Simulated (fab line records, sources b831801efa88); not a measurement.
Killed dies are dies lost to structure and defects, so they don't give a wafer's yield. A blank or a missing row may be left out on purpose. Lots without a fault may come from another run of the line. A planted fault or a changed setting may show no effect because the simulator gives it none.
A struck lot beside a sound one | flow sky130 | 15 steps out of a route of 708
Sound: wafers L157.1, L157.2, L157.6. Struck: wafer L172.2. (L172.4, L172.5 of the same lot were not struck and are left out.) The cause comes at the end.
At each step with rows: each side's tool, then ch and its chambers, then its first start. Under that, the readings that differ: sound wafers | struck wafers | difference of the means | sigmas: that difference in standard deviations of wafers without a fault.
alike: readings whose means differ by less than 2 such deviations, and words and numbers that are the same on both sides. not compared: withheld readings, readings that some wafer has no value for, bounds like >300 that may hide the same value, and numbers for which the record gives no deviation and whose values overlap.
The two part at a step that has a row with sigmas, a row that says differs or no value, or rows on one side only. Numbers that don't overlap but have no deviation are shown without sigmas and don't part them. A reading that every wafer of one side lacks parts them only if that side has two wafers or more.

SKY_VIA3_CD_MEAS_12: target cd 200 nm.
  sound on cd_sem-01, day 41 14:18; struck on cd_sem-02, day 45 10:35
  alike: cd_nm
SKY_VIA3_OVL_MEAS_13:
  sound on overlay-02, day 41 14:25; struck on overlay-01, day 45 10:41
  alike: VIA3_OVL
SKY_VIA3_ETCH_14: etches BARC in N2/H2, stops on SiO2, time 45.9 s, target depth 60 nm.
  sound on rie_diel-03 ch 2,3, day 41 14:27; struck on rie_diel-04 ch 2, day 45 10:43
  alike: drypump_motor_current_A, oes_product_au, rf_fwd_power_W, throttle_valve_pct
  not compared: rf_hours_counter_h
SKY_VIA3_ETCH_15: etches SiO2 in C4F8/O2/Ar, stops on TiN, target depth 507 nm, time 78 s.
  sound on rie_diel-03 ch 2,3, day 41 14:30; struck on rie_diel-04 ch 2, day 45 10:45
  alike: oes_product_au, rf_fwd_power_W
  not compared: rf_hours_counter_h
SKY_VIA3_STRIP_16: strips in O2/N2.
  sound on plasma_asher-01 ch 0,1, day 41 14:34; struck on plasma_asher-02 ch 1, day 45 10:49
  reading                      | sound             | struck | difference | sigmas
  drypump_motor_current_A (A)  | 5.0 5.7 5.7       | 6.3    | +0.8       | +2
  oes_product_au (a.u.)        | 0.414 0.411 0.401 | 0.398  | -0.011     | -2
  strip_time_to_endpoint_s (s) | 4.187 4.157 4.153 | 4.070  | -0.096     | -3
  not compared: rf_hours_counter_h
then, 4 steps without rows for these wafers: SKY_VIA3_STRIP_17 (strips in post etch residue remover, time 1200 s); SKY_VIA3_CLEAN_18 (cleans in IPA, time 180 s); SKY_VIA3_CLEAN_19 (cleans in O3/DIW); SKY_VIA3_SPUTTER_20 (material TiN, target thk 20 nm, time 80 s).
SKY_VIA3_CVD_21: deposits W, target thk 390 nm, time 117.31 s.
  sound on cvd_w-01 ch 0,1, day 41 15:13; struck on cvd_w-02 ch 1, day 45 11:28
  alike: heater_power_outer_w, heater_power_w
SKY_VIA3_RS_MEAS_22: measures by four-point-probe.
  sound on film_metro-04, day 41 15:20; struck on film_metro-03, day 45 11:37
  alike: VIA3_W_RS
SKY_VIA3_THK_MEAS_23: measures by xrf.
  sound on film_metro-04, day 41 15:28; struck on film_metro-03, day 45 11:43
  alike: VIA3_W_THK
SKY_VIA3_CMP_24: polishes, stops on SiO2, t overpolish 20 s, target thk 0 nm.
  sound on cmp-02 ch 0,2,3, day 41 15:31; struck on cmp-02 ch 0, day 45 11:57
  reading                | sound                | struck | difference | sigmas
  overpolish_run_s (s)   | 20.012 20.015 19.992 | 19.987 | -0.019     | -2
  platen_rpm (rpm)       | 60.00 59.95 60.09    | 54.04  | -5.97      | -99 or more
  time_to_endpoint_s (s) | 99 94 100            | 117    | +19        | +4
  alike: motor_current_A
SKY_METAL4_SPUTTER_00: material Ti, target thk 15 nm, time 10 s.
  sound on pvd_sputter-01, day 41 15:49; struck on pvd_sputter-03, day 45 12:09
  alike: chamber_pressure_pa, throttle_valve_pct
-- the record jumps here: 5 days lie between the struck wafers' starts before and after (it left off in module METAL4 and takes up again in module PAD_OPEN, whose first step shown is number 708 of the route) --
SKY_PAD_OPEN_PROBE_99:
  sound on prober-02, day 47 14:33; struck on prober-02, day 50 17:10
  reading      | sound    | struck | difference | sigmas
  killed_open  | 55 46 54 | 36     | -16        | -2
  killed_short | 39 39 40 | 56     | +17        | +2
  alike: defect_limited_yield, killed_at_M0_to_M3, killed_at_M4_up, killed_at_contacts, killed_at_front_end, killed_at_other, killed_dies, sort_bin_3_pad_short, sort_bin_5_function, sort_bin_6_memory, sort_n_pass, sort_yield_pct

WHERE THEY PART
First at SKY_VIA3_STRIP_16; last, within this record, at SKY_PAD_OPEN_PROBE_99.

WHY: what the simulator had put in
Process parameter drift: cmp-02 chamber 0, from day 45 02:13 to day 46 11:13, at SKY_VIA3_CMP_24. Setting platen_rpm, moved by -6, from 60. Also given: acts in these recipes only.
